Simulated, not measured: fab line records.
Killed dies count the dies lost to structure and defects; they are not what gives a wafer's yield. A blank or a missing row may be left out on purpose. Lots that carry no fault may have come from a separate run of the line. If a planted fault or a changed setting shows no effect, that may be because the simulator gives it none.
Chamber matching ; flow gf180mcu ; cmp-02 running GF_V4_CMP_04: 4 sister chambers
The step polishes SiO2. 22 wafers are shown with their chamber, then 11 later ones without.

WAFERS PAIRED WITH THEIR CHAMBERS
wafer;chamber;motor-current-A (A);platen-rpm (rpm);slurry-filter-dp-kPa (kPa)
L953.3;1;12.4;59.94;13.45
L953.4;3;12.5;59.96;13.39
L953.6;0;10.8;60.03;13.70
L955.2;3;12.8;60.05;13.61
L955.3;1;12.2;59.99;13.48
L955.6;0;11.3;60.00;13.48
L958.2;0;11.0;59.99;13.37
L958.3;2;12.3;59.98;13.61
L958.4;3;12.7;60.06;13.42
L961.1;0;11.4;60.00;13.60
L961.5;3;12.9;59.97;13.56
L961.6;0;11.3;60.07;13.29
L962.1;3;13.7;59.99;13.68
L962.3;0;11.5;59.97;13.44
L962.5;3;12.8;59.98;13.66
L963.1;1;12.5;59.94;13.24
L963.3;0;10.4;59.98;13.69
L963.6;2;12.2;60.01;13.40
L966.3;3;12.7;60.01;13.48
L966.5;1;13.0;60.01;13.57
L966.6;0;11.0;60.10;13.65
L967.1;0;10.4;60.01;13.36

SIGNATURES, as means of the wafers listed above
reading;chamber 0;chamber 1;chamber 2;chamber 3;scatter within a chamber
motor-current-A;11.011;12.525;12.250;12.871;0.38
platen-rpm;60.0167;59.9700;59.9950;60.0029;0.0396
slurry-filter-dp-kPa;13.5089;13.4350;13.5050;13.5429;0.14
Rule: a wafer's distance from a chamber is the root of the sum, over the readings, of the square of ((its reading less the chamber's mean) divided by the reading's scatter). If the next closest chamber is less than 2 further off than the closest, the wafer can't be placed; otherwise it belongs to the closest. How the scatter is found: for the shown wafers, subtract from each reading the mean of its chamber, square and add these, divide the total by (wafers less chambers), then take the root.

WAFERS WITHOUT THEIR CHAMBER
wafer;motor-current-A (A);platen-rpm (rpm);slurry-filter-dp-kPa (kPa)
L967.2;11.9;60.01;13.24
L967.6;10.9;60.04;13.27
L973.2;10.9;60.02;13.31
L973.3;12.6;59.99;13.38
L973.4;12.0;59.94;13.53
L974.2;12.2;60.01;13.59
L974.4;10.6;59.98;13.49
L974.6;12.1;60.02;13.41
L976.1;12.1;59.98;13.51
L976.3;10.8;59.99;13.64
L976.6;11.8;60.06;13.51

EACH ONE'S CHAMBER
wafer;from the rows above;in truth
L967.2;can't be placed: 2 or 1 or 0 or 3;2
L967.6;0;0
L973.2;0;0
L973.3;can't be placed: 1 or 2 or 3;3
L973.4;can't be placed: 2 or 1 or 3 or 0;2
L974.2;can't be placed: 2 or 1 or 3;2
L974.4;0;0
L974.6;can't be placed: 2 or 1 or 3 or 0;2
L976.1;can't be placed: 2 or 1 or 3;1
L976.3;0;0
L976.6;can't be placed: 2 or 0 or 1 or 3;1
Correctly placed: 4 of 11. Unplaceable from these rows: 7, with the true chamber sitting among the candidates in 7. Number placed wrongly: 0.
